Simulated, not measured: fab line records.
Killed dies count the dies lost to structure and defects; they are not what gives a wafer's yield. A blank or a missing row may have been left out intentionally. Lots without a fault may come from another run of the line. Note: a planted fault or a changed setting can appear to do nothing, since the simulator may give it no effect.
A struck lot beside a sound one + flow sky130 + 15 out of 708 route steps
Sound: wafers L102.1, L102.2, L102.3. Struck: wafer L106.5; the same lot's L106.3 was not struck, so it is left out; see the end for the cause.
For every step that has rows: the tool of each side, followed by ch and its chambers, followed by its first start. Under that, the readings that differ: sound wafers + struck wafers + difference of the means + sigmas: that difference in standard deviations of wafers without a fault.
alike: words and numbers the same on both sides, and readings whose means are apart by under 2 such deviations; not compared: readings that were withheld, readings missing a value for some wafer, numbers with overlapping values and no deviation given by the record, and bounds like >300 which may hide the same value.
The two part at a step that has a row with sigmas, a row that says differs or no value, or rows on one side only. Numbers that have no deviation but don't overlap get no sigmas and don't part them. Lack of a reading on every wafer of one side parts them only where that side has two or more wafers.

SKY_VIA1_OVL_MEAS_13:
  sound on overlay-02 at day 34 01:47; struck on overlay-02 at day 35 07:24
| reading       | sound  | struck | difference | sigmas |
|---------------|--------|--------|------------|--------|
| VIA1_OVL (nm) | -1 1 2 | -11    | -12        | -2     |
SKY_VIA1_ETCH_14: etches BARC in N2/H2, stops on SiO2, time 45.9 s, target depth 60 nm.
  sound on rie_diel-03 ch 1,2,3, day 34 01:50; struck on rie_diel-01 ch 0, day 35 07:26
| reading    | sound               | struck | difference | sigmas |
|------------|---------------------|--------|------------|--------|
| bias_w (W) | 99.99 100.51 100.68 | 99.67  | -0.72      | -3     |
  alike: drypump_motor_current_A, oes_product_au, throttle_valve_pct
  not compared: rf_hours_counter_h
then, 1 step without rows for these wafers: SKY_VIA1_ETCH_15 (etches SiO2 in C4F8/O2/Ar, stops on TiN, target depth 351 nm, time 54 s).
SKY_VIA1_STRIP_16: strips in O2/N2.
  sound on plasma_asher-03 ch 0,1, day 34 01:55; struck on plasma_asher-02 ch 1, day 35 07:33
| reading                     | sound             | struck | difference | sigmas |
|-----------------------------|-------------------|--------|------------|--------|
| drypump_motor_current_A (A) | 5.6 5.6 5.6       | 4.7    | -0.9       | -2     |
| oes_product_au (a.u.)       | 0.413 0.420 0.421 | 0.430  | +0.012     | +3     |
  alike: strip_time_to_endpoint_s
  not compared: rf_hours_counter_h
then, 3 steps without rows for these wafers: SKY_VIA1_STRIP_17 (strips in post etch residue remover, time 1200 s); SKY_VIA1_CLEAN_18 (cleans in IPA, time 180 s); SKY_VIA1_CLEAN_19 (cleans in O3/DIW).
SKY_VIA1_SPUTTER_20: material TiN, target thk 20 nm, time 80 s.
  sound on pvd_sputter-03 at day 34 02:32; struck on pvd_sputter-03 at day 35 08:07
  alike: cathode_dc_power_W, throttle_valve_pct
SKY_VIA1_CVD_21: deposits W, target thk 270 nm, time 80.902 s.
  sound on cvd_w-02 ch 0,1, day 34 02:36; struck on cvd_w-02 ch 0, day 35 08:12
  alike: heater_power_w, susceptor_temp_C
SKY_VIA1_RS_MEAS_22: a four-point-probe measurement.
  sound on film_metro-01 at day 34 02:42; struck on film_metro-03 at day 35 08:18
  alike: VIA1_W_RS
SKY_VIA1_THK_MEAS_23: measures by xrf.
  sound on film_metro-01 at day 34 02:49; struck on film_metro-03 at day 35 08:24
  alike: VIA1_W_THK
then, 1 step without rows for these wafers: SKY_VIA1_CMP_24 (polishes, stops on SiO2, t overpolish 15 s, target thk 0 nm).
SKY_METAL2_SPUTTER_00: material Ti, target thk 15 nm, time 10 s.
  sound on pvd_sputter-01 at day 34 03:11; struck on pvd_sputter-02 at day 35 08:44
| reading                                   | sound             | struck | difference | sigmas |
|-------------------------------------------|-------------------|--------|------------|--------|
| model.Ti_of_METAL2_SPUTTER_00.thk_nm (nm) | 15.11 14.92 15.03 | 12.67  | -2.35      |        |
  alike: cathode_dc_power_W, throttle_valve_pct
SKY_METAL2_SPUTTER_01: material TiN, target thk 20 nm, time 16.7 s.
  sound on pvd_sputter-01 at day 34 03:12; struck on pvd_sputter-02 at day 35 08:46
  alike: cathode_dc_power_W, throttle_valve_pct
-- the record jumps here: 12 days lie between the struck wafers' starts before and after (it left off in module METAL2 and takes up again in module PAD_OPEN, whose first step shown is number 708 of the route) --
SKY_PAD_OPEN_PROBE_99:
  sound on prober-02 at day 45 21:56; struck on prober-02 at day 46 22:57
| reading                  | sound          | struck | difference | sigmas |
|--------------------------|----------------|--------|------------|--------|
| defect_limited_yield (%) | 79.5 80.9 81.9 | 84.8   | +4.0       | +2     |
| killed_at_M0_to_M3       | 55 53 52       | 36     | -17        | -2     |
| killed_dies              | 101 94 89      | 75     | -20        | -2     |
| killed_short             | 51 36 34       | 23     | -17        | -3     |
| sort_bin_6_memory (%)    | 6.3 7.3 7.1    | 3.5    | -3.4       | -3     |
| sort_n_pass              | 391 398 403    | 417    | +20        | +2     |
| sort_yield_pct (%)       | 79.5 80.9 81.9 | 84.8   | +4.0       | +2     |
  alike: killed_at_M4_up, killed_at_contacts, killed_at_front_end, killed_at_other, killed_open, sort_bin_3_pad_short, sort_bin_5_function

WHERE THEY PART
First at SKY_VIA1_OVL_MEAS_13; last, within this record, at SKY_PAD_OPEN_PROBE_99.

WHY: whatever the simulator had introduced
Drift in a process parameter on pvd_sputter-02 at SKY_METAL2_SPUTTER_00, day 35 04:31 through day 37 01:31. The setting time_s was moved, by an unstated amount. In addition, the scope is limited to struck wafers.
